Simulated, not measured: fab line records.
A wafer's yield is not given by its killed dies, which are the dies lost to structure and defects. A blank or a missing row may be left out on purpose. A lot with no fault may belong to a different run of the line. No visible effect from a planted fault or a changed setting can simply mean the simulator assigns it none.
Which tool was responsible? + flow gf180mcu + 14 lots, 42 wafers sampled, at 5 steps of a route of 602

## WHAT THE GAUGES READ, wafer by wafer
GF_STI_CD_MEAS_12 targets a cd of 220 nm. Usual: cd-nm at 219.5 nm, with a standard deviation of 1.4.
| lot  | measured    | on        | cd-nm (nm)        | flag |
|------|-------------|-----------|-------------------|------|
| L708 | day 2 02:29 | cd-sem-01 | 218.2 217.8 216.7 |      |
| L709 | day 2 06:19 | cd-sem-01 | 220.0 220.6 220.4 |      |
| L710 | day 2 11:47 | cd-sem-01 | 219.0 218.4 218.9 |      |
| L711 | day 2 17:03 | cd-sem-02 | 219.4 219.6 219.3 |      |
| L712 | day 2 22:19 | cd-sem-01 | 222.5 222.2 222.7 |      |
| L716 | day 3 20:46 | cd-sem-01 | 217.5 217.9 217.6 |      |
| L717 | day 4 01:58 | cd-sem-01 | 219.5 220.7 219.7 |      |
| L724 | day 5 12:22 | cd-sem-02 | 222.3 220.6 220.5 |      |
| L725 | day 5 16:11 | cd-sem-01 | 218.5 219.3 219.8 |      |
| L727 | day 6 04:34 | cd-sem-02 | 216.7 218.3 217.3 |      |
| L728 | day 6 07:31 | cd-sem-01 | 217.6 217.6 218.1 |      |
| L729 | day 6 13:04 | cd-sem-01 | 220.9 220.1 220.6 |      |
| L730 | day 6 19:31 | cd-sem-01 | 218.9 218.9 217.5 |      |
| L731 | day 6 23:46 | cd-sem-01 | 220.8 218.7 220.8 |      |

GF_MVSD_OVL_MEAS_07. Usual: for MVSD_OVL the level is -0.2 nm and the standard deviation is 1.3.
| lot  | measured     | on         | MVSD_OVL (nm)  | flag |
|------|--------------|------------|----------------|------|
| L708 | day 4 11:40  | overlay-01 | 2.1 1.0 -1.1   |      |
| L709 | day 4 17:24  | overlay-01 | -0.5 0.6 -2.6  |      |
| L710 | day 4 21:26  | overlay-02 | 0.0 -0.4 0.5   |      |
| L711 | day 5 04:34  | overlay-02 | 1.4 -0.4 -1.0  |      |
| L712 | day 5 09:07  | overlay-01 | 0.2 0.3 -1.0   |      |
| L716 | day 6 11:28  | overlay-02 | 0.0 0.7 -1.4   |      |
| L717 | day 6 18:34  | overlay-01 | -0.8 -1.1 -0.1 |      |
| L724 | day 8 07:27  | overlay-01 | -2.0 -2.0 -1.4 |      |
| L725 | day 8 11:35  | overlay-02 | -0.7 0.6 -0.1  |      |
| L727 | day 9 01:01  | overlay-01 | -0.2 0.8 0.8   |      |
| L728 | day 9 06:18  | overlay-02 | -2.5 -2.8 -1.1 |      |
| L729 | day 9 11:24  | overlay-01 | -0.8 0.6 0.6   |      |
| L730 | day 9 18:10  | overlay-01 | -1.4 -0.5 -0.9 |      |
| L731 | day 10 00:01 | overlay-02 | 0.4 -0.1 -0.4  |      |

GF_VT_IMPLANT_RS_MEAS_49: the measuring method here is four-point-probe. Usual: for MVPSD_RS the level is 1168 ohm/sq and the standard deviation is 3.1.
| lot  | measured     | on            | MVPSD_RS (ohm/sq) | flag |
|------|--------------|---------------|-------------------|------|
| L708 | day 7 15:03  | film-metro-01 | 1173 1171 1171    |      |
| L709 | day 7 21:32  | film-metro-01 | 1170 1172 1171    |      |
| L710 | day 8 03:32  | film-metro-03 | 1167 1169 1164    |      |
| L711 | day 8 10:36  | film-metro-03 | 1174 1172 1170    |      |
| L712 | day 8 14:22  | film-metro-03 | 1170 1167 1169    |      |
| L716 | day 9 23:29  | film-metro-01 | 1107 1105 1106    | OFF  |
| L717 | day 10 07:09 | film-metro-01 | 1105 1105 1105    | OFF  |
| L724 | day 12 01:40 | film-metro-04 | 1163 1170 1170    |      |
| L725 | day 12 07:43 | film-metro-03 | 1169 1167 1167    |      |
| L727 | day 12 21:19 | film-metro-04 | 1167 1166 1167    |      |
| L728 | day 13 04:53 | film-metro-04 | 1171 1171 1173    |      |
| L729 | day 13 11:23 | film-metro-03 | 1167 1166 1167    |      |
| L730 | day 13 17:44 | film-metro-04 | 1172 1171 1172    |      |
| L731 | day 13 23:35 | film-metro-01 | 1170 1169 1169    |      |

GF_POLY_GATE_THK_MEAS_01. Usual: for POLY_GATE_CVD_00_THK the level is 200.2 nm and the standard deviation is 1.9.
| lot  | measured     | on            | POLY_GATE_CVD_00_THK (nm) | flag |
|------|--------------|---------------|---------------------------|------|
| L708 | day 8 11:53  | film-metro-03 | 199.9 199.9 201.0         |      |
| L709 | day 8 18:22  | film-metro-02 | 195.6 197.0 197.2         |      |
| L710 | day 9 01:53  | film-metro-03 | 198.9 201.1 199.8         |      |
| L711 | day 9 09:35  | film-metro-03 | 198.0 199.2 199.2         |      |
| L712 | day 9 12:25  | film-metro-03 | 200.9 198.8 201.1         |      |
| L716 | day 10 23:58 | film-metro-01 | 199.3 199.1 198.2         |      |
| L717 | day 11 06:58 | film-metro-02 | 197.8 198.7 197.8         |      |
| L724 | day 13 05:59 | film-metro-01 | 201.3 201.6 202.3         |      |
| L725 | day 13 14:14 | film-metro-01 | 201.9 201.0 200.3         |      |
| L727 | day 14 05:25 | film-metro-01 | 201.9 202.5 202.5         |      |
| L728 | day 14 11:14 | film-metro-01 | 200.1 201.9 201.5         |      |
| L729 | day 14 18:59 | film-metro-01 | 202.6 200.5 201.6         |      |
| L730 | day 15 00:26 | film-metro-01 | 199.7 202.3 201.7         |      |
| L731 | day 15 02:40 | film-metro-02 | 198.4 199.2 195.9         |      |

## WHAT TOOL EACH LOT RAN ON (gives the tool, then ch and the chambers of the sampled wafers, and finally the start)
| lot  | GF_MVPSD_IMPLANT_09             |
|------|---------------------------------|
| L708 | implanter-04 ch 0, day 5 01:55  |
| L709 | implanter-01 ch 0, day 5 07:43  |
| L710 | implanter-01 ch 0, day 5 12:26  |
| L711 | implanter-01 ch 0, day 5 19:17  |
| L712 | implanter-02 ch 0, day 5 23:28  |
| L716 | implanter-02 ch 0, day 7 03:44  |
| L717 | implanter-02 ch 0, day 7 10:20  |
| L724 | implanter-04 ch 0, day 9 00:56  |
| L725 | implanter-04 ch 0, day 9 05:29  |
| L727 | implanter-04 ch 0, day 9 18:10  |
| L728 | implanter-04 ch 0, day 10 00:50 |
| L729 | implanter-02 ch 0, day 10 05:44 |
| L730 | implanter-04 ch 0, day 10 12:07 |
| L731 | implanter-02 ch 0, day 10 17:55 |
- GF_MVPSD_IMPLANT_09

## WHAT THE TOOLS THEMSELVES READ (means of the sampled wafers that have a number; where no wafer has one, the mark that the record gives instead)
GF_MVPSD_IMPLANT_09. Usual: dose-ions-cm2 5e+12, standard deviation 5.5e+09; faraday-current-uA 28.3, standard deviation 0.6.
| lot  | tool         | dose-ions-cm2 | faraday-current-uA | flag |
|------|--------------|---------------|--------------------|------|
| L708 | implanter-04 | 5e+12         | 28.2               |      |
| L709 | implanter-01 | 5e+12         | 28.2               |      |
| L710 | implanter-01 | 5e+12         | 28.4               |      |
| L711 | implanter-01 | 5e+12         | 28.8               |      |
| L712 | implanter-02 | 5e+12         | 28.3               |      |
| L716 | implanter-02 | 7e+12         | 37.0               | OFF  |
| L717 | implanter-02 | 7e+12         | 36.8               | OFF  |
| L724 | implanter-04 | 5e+12         | 27.8               |      |
| L725 | implanter-04 | 5e+12         | 27.4               |      |
| L727 | implanter-04 | 5e+12         | 28.8               |      |
| L728 | implanter-04 | 5e+12         | 28.2               |      |
| L729 | implanter-02 | 5e+12         | 28.4               |      |
| L730 | implanter-04 | 5e+12         | 28.3               |      |
| L731 | implanter-02 | 5e+12         | 28.4               |      |

## THE ANSWER, worked out from the rows above alone
Rule: lot off if the mean of its wafers having a number is beyond 3 standard deviations from the usual mean. Also off: a lot with no number at a reading for which 4 or more lots have one. Any other lot the step has rows for is counted as sound. After the gauges, taken in route order, come the tools' own readings; for these a lot's mean is taken, as printed above. At the first step where some lot is off, the reading lying furthest off is the one used; lots without a number count as furthest.
Off: L716, L717, at GF_VT_IMPLANT_RS_MEAS_49 (MVPSD_RS).
A tool fits if, at a process step before that reading, it ran every lot that is off, and no sound lot after the first of them. The gauges at GF_VT_IMPLANT_RS_MEAS_49 aren't tried: what is off there is off at GF_MVPSD_IMPLANT_09 too, on other tools, and a gauge's error can't cause that. Of those tried, none fits.

## WHAT THE SIMULATOR HAD PUT IN
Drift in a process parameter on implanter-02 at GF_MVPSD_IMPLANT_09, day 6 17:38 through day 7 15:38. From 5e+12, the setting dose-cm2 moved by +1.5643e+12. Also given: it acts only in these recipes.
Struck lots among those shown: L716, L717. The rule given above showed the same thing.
